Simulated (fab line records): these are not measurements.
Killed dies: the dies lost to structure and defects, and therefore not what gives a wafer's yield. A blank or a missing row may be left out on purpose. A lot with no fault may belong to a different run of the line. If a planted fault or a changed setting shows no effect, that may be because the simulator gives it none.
Which tool was responsible? :: flow sky130 :: 11 lots with 32 wafers sampled at 3 steps, on a route of 708 steps

== WHAT EACH GAUGE READ, for each wafer ==
SKY_FIELD_ISO_THK_MEAS_04. Usual: FIELD_ISO_CVD_03_THK 165.1 nm, standard deviation 2.2.
lot: L492
measured: day 1 16:23
on: film metro-02
FIELD_ISO_CVD_03_THK (nm): 163.3 164.7 163.4
flag: 

lot: L494
measured: day 2 00:34
on: film metro-04
FIELD_ISO_CVD_03_THK (nm): 164.7 165.9 164.9
flag: 

lot: L495
measured: day 2 05:59
on: film metro-04
FIELD_ISO_CVD_03_THK (nm): 169.5 168.6 167.8
flag: 

lot: L497
measured: day 2 14:29
on: film metro-03
FIELD_ISO_CVD_03_THK (nm): 167.8 167.6 168.4
flag: 

lot: L498
measured: day 2 20:31
on: film metro-02
FIELD_ISO_CVD_03_THK (nm): 163.1 163.5 164.0
flag: 

lot: L501
measured: day 3 12:07
on: film metro-03
FIELD_ISO_CVD_03_THK (nm): 169.1 169.6
flag: 

lot: L503
measured: day 4 00:01
on: film metro-03
FIELD_ISO_CVD_03_THK (nm): 162.9 164.2 163.7
flag: 

lot: L510
measured: day 5 08:44
on: film metro-02
FIELD_ISO_CVD_03_THK (nm): 166.1 165.8 166.3
flag: 

lot: L513
measured: day 5 22:29
on: film metro-03
FIELD_ISO_CVD_03_THK (nm): 162.6 162.6 162.4
flag: 

lot: L514
measured: day 6 03:57
on: film metro-04
FIELD_ISO_CVD_03_THK (nm): 162.7 164.3 161.8
flag: 

lot: L515
measured: day 6 09:51
on: film metro-04
FIELD_ISO_CVD_03_THK (nm): 163.1 163.3 162.7
flag: 

SKY_VT_ADJUST_LVTN_TW_MEAS_10. Usual: VT_ADJUST_LVTN_TW 241.5, standard deviation 1.7.
lot: L492
measured: day 7 03:34
on: film metro-04
VT_ADJUST_LVTN_TW: 241.0 240.8 241.2
flag: 

lot: L494
measured: day 7 14:13
on: film metro-01
VT_ADJUST_LVTN_TW: 240.4 238.7 239.6
flag: 

lot: L495
measured: day 8 00:10
on: film metro-01
VT_ADJUST_LVTN_TW: 240.0 238.9 238.6
flag: 

lot: L497
measured: day 8 11:49
on: film metro-04
VT_ADJUST_LVTN_TW: 241.5 242.3 242.2
flag: 

lot: L498
measured: day 8 16:53
on: film metro-01
VT_ADJUST_LVTN_TW: 240.4 239.3 240.2
flag: 

lot: L501
measured: day 9 12:58
on: film metro-03
VT_ADJUST_LVTN_TW: 243.1 243.0
flag: 

lot: L503
measured: day 10 04:41
on: film metro-04
VT_ADJUST_LVTN_TW: 239.3 239.4 240.3
flag: 

lot: L510
measured: day 11 23:55
on: film metro-03
VT_ADJUST_LVTN_TW: 244.5 243.2 243.9
flag: 

lot: L513
measured: day 13 00:10
on: film metro-03
VT_ADJUST_LVTN_TW: 244.1 244.2 243.8
flag: 

lot: L514
measured: day 13 04:55
on: film metro-04
VT_ADJUST_LVTN_TW: 241.7 242.1 242.4
flag: 

lot: L515
measured: day 13 12:17
on: film metro-03
VT_ADJUST_LVTN_TW: 242.6 241.5 243.8
flag: 

== EACH LOT AND THE TOOL THAT RAN IT (in order: tool; ch and the chambers of the sampled wafers; start) ==
lot: L492
SKY_FIELD_ISO_ETCH_17: rie si-01 ch 0,3, day 2 07:04

lot: L494
SKY_FIELD_ISO_ETCH_17: rie si-02 ch 1,2, day 2 15:38

lot: L495
SKY_FIELD_ISO_ETCH_17: rie si-02 ch 2,3, day 2 22:04

lot: L497
SKY_FIELD_ISO_ETCH_17: rie si-02 ch 0,1,2, day 3 07:05

lot: L498
SKY_FIELD_ISO_ETCH_17: rie si-02 ch 0,3, day 3 12:40

lot: L501
SKY_FIELD_ISO_ETCH_17: rie si-01 ch 1,2, day 4 04:56

lot: L503
SKY_FIELD_ISO_ETCH_17: rie si-02 ch 0,1, day 4 18:23

lot: L510
SKY_FIELD_ISO_ETCH_17: rie si-01 ch 1,2,3, day 6 03:38

lot: L513
SKY_FIELD_ISO_ETCH_17: rie si-02 ch 1,2,3, day 6 18:31

lot: L514
SKY_FIELD_ISO_ETCH_17: rie si-02 ch 0,3, day 7 00:20

lot: L515
SKY_FIELD_ISO_ETCH_17: rie si-02 ch 1,2,3, day 7 06:26
- SKY_FIELD_ISO_ETCH_17: etches Si in HBr/Cl2/O2, target depth 342 nm, time 97.7 s.

== WHAT THE TOOLS THEMSELVES READ (means of the sampled wafers that have a number; where no wafer has one, the mark that the record gives instead) ==
SKY_FIELD_ISO_ETCH_17. Usual: drypump motor current A 5.7 A, standard deviation 0.53; oes product au 0.998 a.u., standard deviation 0.0068; run length s 126.0 s, standard deviation 0.37; throttle valve pct 25.657 %, standard deviation 0.01.
lot: L492
tool: rie si-01
drypump motor current A (A): 5.2
oes product au (a.u.): 0.997
run length s (s): 125.9
throttle valve pct (%): 25.649
flag: 

lot: L494
tool: rie si-02
drypump motor current A (A): 6.2
oes product au (a.u.): 0.993
run length s (s): 125.9
throttle valve pct (%): 25.656
flag: 

lot: L495
tool: rie si-02
drypump motor current A (A): 5.3
oes product au (a.u.): 1.003
run length s (s): 126.0
throttle valve pct (%): 25.659
flag: 

lot: L497
tool: rie si-02
drypump motor current A (A): 6.3
oes product au (a.u.): 1.002
run length s (s): 126.1
throttle valve pct (%): 25.651
flag: 

lot: L498
tool: rie si-02
drypump motor current A (A): 5.4
oes product au (a.u.): 0.998
run length s (s): 126.1
throttle valve pct (%): 25.653
flag: 

lot: L501
tool: rie si-01
drypump motor current A (A): 5.8
oes product au (a.u.): 0.995
run length s (s): 126.2
throttle valve pct (%): 25.666
flag: 

lot: L503
tool: rie si-02
drypump motor current A (A): 6.4
oes product au (a.u.): 1.003
run length s (s): 126.2
throttle valve pct (%): 25.646
flag: 

lot: L510
tool: rie si-01
drypump motor current A (A): 5.6
oes product au (a.u.): 0.991
run length s (s): 125.9
throttle valve pct (%): 25.660
flag: 

lot: L513
tool: rie si-02
drypump motor current A (A): 5.8
oes product au (a.u.): 0.991
run length s (s): 126.0
throttle valve pct (%): 25.666
flag: 

lot: L514
tool: rie si-02
drypump motor current A (A): 5.4
oes product au (a.u.): 1.002
run length s (s): 126.4
throttle valve pct (%): 25.648
flag: 

lot: L515
tool: rie si-02
drypump motor current A (A): 5.8
oes product au (a.u.): 0.991
run length s (s): 126.0
throttle valve pct (%): 25.660
flag: 

== THE ANSWER, worked out from the rows above alone ==
Rule: take the mean of a lot's wafers that have a number; if it is more than 3 standard deviations from the usual mean, the lot is off. Also off: a lot with no number at a reading for which 4 or more lots have one. Where the step has rows for the other lots, those lots are counted as sound. After the gauges, taken in route order, come the tools' own readings; for these a lot's mean is taken, as printed above. At the first step where some lot is off, the reading lying furthest off is the one used; lots without a number count as furthest.
None of the lots is off at any reading shown; this tells nothing.

== WHAT THE SIMULATOR HAD PUT IN ==
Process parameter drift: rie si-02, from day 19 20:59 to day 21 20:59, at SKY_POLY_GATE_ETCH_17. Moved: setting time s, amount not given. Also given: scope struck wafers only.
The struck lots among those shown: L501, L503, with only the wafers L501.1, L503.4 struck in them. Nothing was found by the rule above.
